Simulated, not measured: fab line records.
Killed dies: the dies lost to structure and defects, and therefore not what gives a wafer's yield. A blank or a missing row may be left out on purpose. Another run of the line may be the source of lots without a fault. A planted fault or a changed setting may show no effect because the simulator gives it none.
Which tool did it? | flow gf180mcu | at 1 step of a route of 602, 6 lots with 18 wafers sampled

== WHAT THE GAUGES SHOWED, per wafer ==
GF_V2_RS_MEAS_24: measures by four-point-probe.
lot  | measured     | on            | V2_W_RS (ohm/sq)
L128 | day 21 00:25 | film metro-03 | 0.328 0.331 0.327
L130 | day 21 17:04 | film metro-03 | 0.328 0.328 0.328
L134 | day 23 11:20 | film metro-04 | 0.331 0.332 0.330
L136 | day 23 17:01 | film metro-01 | 0.328 0.325 0.325
L138 | day 24 10:43 | film metro-01 | 0.325 0.328 0.325
L141 | day 25 10:54 | film metro-03 | 0.331 0.335 0.335

== WHICH TOOL RAN EACH LOT (tool, then ch and the chambers of the sampled wafers, then the start) ==
The record holds no process step before these readings.

== THE ANSWER, worked out from the rows above alone ==
Rule: the usual values come from the lots themselves. Put in order of their means at a reading, lots are off if they are a third of the lots or fewer, leave a main group of 4 or more, and stand apart from it by a gap of 3 or more times the standard deviation of the main group's means; of several such gaps the widest counts. Not used: any main group whose means are identical at the precision the tables above print for the reading. Also off: a lot with no number at a reading for which 4 or more lots have one. All remaining lots with rows at the step are treated as sound.
Across all readings shown, no lot is off: no conclusion can be drawn from this.

== WHAT THE SIMULATOR PUT IN ==
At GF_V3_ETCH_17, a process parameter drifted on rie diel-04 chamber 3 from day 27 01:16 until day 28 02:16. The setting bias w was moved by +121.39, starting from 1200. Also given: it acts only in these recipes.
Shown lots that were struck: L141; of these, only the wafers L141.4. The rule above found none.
